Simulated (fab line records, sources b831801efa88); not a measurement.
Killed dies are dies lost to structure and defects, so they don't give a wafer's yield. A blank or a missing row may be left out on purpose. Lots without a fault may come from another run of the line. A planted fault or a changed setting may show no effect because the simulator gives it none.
A struck lot beside a sound one | flow sky130 | 16 steps out of a route of 708
Sound: wafers L872.2, L872.4, L872.5. Struck: wafers L879.3, L879.6. (L879.1 of the same lot was not struck and is left out.) The cause comes at the end.
At each step with rows: each side's tool, then ch and its chambers, then its first start. Under that, the readings that differ: sound wafers | struck wafers | difference of the means | sigmas: that difference in standard deviations of wafers without a fault.
alike: readings whose means differ by less than 2 such deviations, and words and numbers that are the same on both sides. not compared: withheld readings, readings that some wafer has no value for, bounds like >300 that may hide the same value, and numbers for which the record gives no deviation and whose values overlap.
The two part at a step that has a row with sigmas, a row that says differs or no value, or rows on one side only. Numbers that don't overlap but have no deviation are shown without sigmas and don't part them. A reading that every wafer of one side lacks parts them only if that side has two wafers or more.

first, 2 steps without rows for these wafers: SKY_METAL4_PEB_11; SKY_METAL4_DEVELOP_12 (develop time 60 s).
SKY_METAL4_CD_MEAS_13: target cd 300 nm.
  sound on cd_sem-02, day 44 03:26; struck on cd_sem-02, day 45 19:22
  alike: cd_nm
SKY_METAL4_OVL_MEAS_14:
  sound on overlay-01, day 44 03:32; struck on overlay-02, day 45 19:29
  alike: METAL4_OVL
SKY_METAL4_DESCUM_15: chemistry O2, time 8 s.
  sound on rie_metal-03 ch 0, day 44 03:34; struck on rie_metal-04 ch 0,1, day 45 19:31
  alike: drypump_motor_current_A, he_backside_leak_sccm, oes_product_au
  not compared: rf_hours_counter_h
SKY_METAL4_ETCH_16: etches BARC in N2/H2, stops on SiO2, time 88.2 s, target depth 60 nm.
  sound on rie_metal-03 ch 0, day 44 03:40; struck on rie_metal-04 ch 0,1, day 45 19:33
  alike: drypump_motor_current_A, he_backside_leak_sccm, oes_product_au, throttle_valve_pct
  not compared: rf_hours_counter_h
SKY_METAL4_ETCH_17: etches SiO2 in C4F8/O2/Ar, stops on TiN, time 3.9 s, target depth 15 nm.
  sound on rie_diel-01 ch 0,1,3, day 44 03:49; struck on rie_diel-02 ch 2,3, day 45 19:38
  alike: oes_product_au
  not compared: rf_hours_counter_h
SKY_METAL4_METAL_ETCH_18: etches the open film in Cl2/BCl3, stops on SiO2, target depth 845 nm, time 183.1 s.
  sound on rie_metal-01 ch 0,1, day 44 03:50; struck on rie_metal-01 ch 0,1, day 45 19:40
  alike: drypump_motor_current_A, he_backside_leak_sccm, oes_product_au, throttle_valve_pct
  not compared: rf_hours_counter_h
SKY_METAL4_STRIP_19: strips in O2/N2.
  sound on plasma_asher-02 ch 0,1, day 44 04:01; struck on plasma_asher-04 ch 0,1, day 45 19:50
  reading                     | sound          | struck    | difference | sigmas
  drypump_motor_current_A (A) | 5.37 5.47 5.39 | 5.93 5.57 | +0.34      | +2
  alike: oes_product_au, strip_time_to_endpoint_s
  not compared: rf_hours_counter_h
then, 3 steps without rows for these wafers: SKY_METAL4_STRIP_20 (strips in post etch residue remover, time 1200 s); SKY_METAL4_CLEAN_21 (cleans in IPA, time 180 s); SKY_METAL4_CLEAN_22 (cleans in O3/DIW).
SKY_VIA4_HDPCVD_00: deposits SiO2, target thk 1750 nm, time 291.7 s.
  sound on hdpcvd-01 ch 0,1,2, day 44 04:37; struck on hdpcvd-01 ch 2, day 45 20:28
  reading                                  | sound             | struck      | difference | sigmas
  sih4_flow_sccm (sccm)                    | 60.13 60.05 60.23 | 72.36 71.81 | +11.95     | +66
  model.SiO2_of_VIA4_HDPCVD_00.thk_nm (nm) | 1762 1740 1773    | 2074 2072   | +315       |
SKY_VIA4_THK_MEAS_01:
  sound on film_metro-01, day 44 04:49; struck on film_metro-02, day 45 20:39
  reading              | sound          | struck    | difference | sigmas
  VIA4_HDPCVD_THK (nm) | 1762 1740 1774 | 2074 2074 | +315       | +17
then, 1 step without rows for these wafers: SKY_VIA4_CMP_02 (polishes SiO2).
-- the record jumps here: 4 days lie between the struck wafers' starts before and after (it left off in module VIA4 and takes up again in module PAD_OPEN, whose first step shown is number 708 of the route) --
SKY_PAD_OPEN_PROBE_99:
  sound on prober-02, day 47 15:24; struck on prober-01, day 49 08:46
  reading         | sound | struck | difference | sigmas
  killed_at_M4_up | 4 3 7 | 0 1    | -4         | -2
  alike: defect_limited_yield, killed_at_M0_to_M3, killed_at_contacts, killed_at_front_end, killed_at_other, killed_dies, killed_open, killed_short, sort_bin_3_pad_short, sort_bin_5_function, sort_bin_6_memory, sort_n_pass, sort_yield_pct

WHERE THEY PART
First at SKY_METAL4_STRIP_19; last, within this record, at SKY_PAD_OPEN_PROBE_99.

WHY: what the simulator had put in
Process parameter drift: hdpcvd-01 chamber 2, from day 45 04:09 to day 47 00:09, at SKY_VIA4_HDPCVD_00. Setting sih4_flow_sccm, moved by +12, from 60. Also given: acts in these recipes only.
